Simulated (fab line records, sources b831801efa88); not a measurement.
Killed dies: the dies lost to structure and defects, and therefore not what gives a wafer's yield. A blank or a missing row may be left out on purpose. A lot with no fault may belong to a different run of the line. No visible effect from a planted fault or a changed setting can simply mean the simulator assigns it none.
2 desks looking at one fault + flow sky130 + numbers are kept per desk, each desk with only its own; the story behind them comes last

## AT THE TOOL OWNER'S DESK: rie metal-04
The tool's own readings at SKY_LOCAL_INTERCONNECT_METAL_ETCH_14 (etches TiN in Cl2/BCl3, stops on PSG, target depth 110 nm, time 31.4 s): means of the sampled wafers that have a number, for each lot that ran on this tool. A lot is out of limits, marked OUT, if its mean lies more than 4 standard deviations from the usual mean; the brackets give that distance.
Columns: A = drypump motor current A at SKY_LOCAL_INTERCONNECT_METAL_ETCH_14, usual 6.0 A; B = oes product au at SKY_LOCAL_INTERCONNECT_METAL_ETCH_14, usual 0.939 a.u.; C = run length s at SKY_LOCAL_INTERCONNECT_METAL_ETCH_14, usual 59.7 s; D = throttle valve pct at SKY_LOCAL_INTERCONNECT_METAL_ETCH_14, usual 21.902 %
| lot  | first seen here | A   | B                | C               | D                 |
|------|-----------------|-----|------------------|-----------------|-------------------|
| L643 | day 30 11:33    | 5.6 | 0.938            | 59.9            | 21.900            |
| L646 | day 31 15:37    | 5.6 | 0.928            | 59.6            | 21.904            |
| L647 | day 32 02:47    | 5.8 | 0.937            | 59.6            | 21.910            |
| L649 | day 32 22:35    | 5.8 | 0.937            | 59.5            | 21.906            |
| L650 | day 33 01:14    | 5.6 | 0.935            | 60.0            | 21.900            |
| L655 | day 34 23:14    | 5.8 | 0.937            | 59.6            | 21.899            |
| L660 | day 36 07:11    | 5.8 | 0.904 (-5.2) OUT | 61.6 (+5.9) OUT | 21.924            |
| L661 | day 36 12:23    | 5.6 | 0.871 (-10) OUT  | 63.7 (+12) OUT  | 21.957 (+5.5) OUT |
This desk's finding: out of limits on L660, L661; first on L660, day 36 07:11 (oes product au at SKY_LOCAL_INTERCONNECT_METAL_ETCH_14). In limits: L643, L646, L647, L649, L650, L655.

## FROM THE METROLOGY DESK
What the gauges read, lot by lot, whatever tool the lot ran on: means of the sampled wafers that have a number. A lot is out of limits, marked OUT, if its mean lies more than 4 standard deviations from the usual mean; the brackets give that distance.
Columns: A = LOCAL_INTERCONNECT_OVL at SKY_LOCAL_INTERCONNECT_OVL_MEAS_12, usual 0 nm; B = CONTACT_BOW at SKY_CONTACT_BOW_MEAS_05, usual 83 um
| lot  | first seen here | A  | B  |
|------|-----------------|----|----|
| L643 | day 30 11:28    | -7 | 83 |
| L644 | day 31 14:14    | -4 | 87 |
| L645 | day 31 15:01    | -3 | 81 |
| L646 | day 31 15:31    | 3  | 94 |
| L647 | day 32 02:40    | 2  | 80 |
| L648 | day 32 10:23    | 1  | 75 |
| L649 | day 32 22:28    | -1 | 84 |
| L650 | day 33 01:08    | 1  | 79 |
| L651 | day 33 14:44    | 4  | 84 |
| L655 | day 34 23:07    | -6 | 85 |
| L660 | day 36 07:05    | 5  | 82 |
| L661 | day 36 12:18    | 4  | 78 |
This desk's finding: nothing out of limits on any of the 12 lots.

## BROUGHT TOGETHER
An alarm could have come from the tool owner's desk at day 36 07:11, on L660, L661.
From the metrology desk's view, nothing was out of limits.
The metrology desk holds a record of L660, L661, inside its limits.
Every lot named ran SKY_LOCAL_INTERCONNECT_METAL_ETCH_14 on rie metal-04.

## WHAT THE SIMULATOR HAD INSERTED
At SKY_LOCAL_INTERCONNECT_METAL_ETCH_14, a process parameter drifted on rie metal-04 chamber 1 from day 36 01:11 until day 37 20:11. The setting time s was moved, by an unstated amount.
Shown lots that were struck: L660, L661.
How many hours passed from the start of the fault until each desk's first out-of-limits reading: the tool owner's desk, 6.
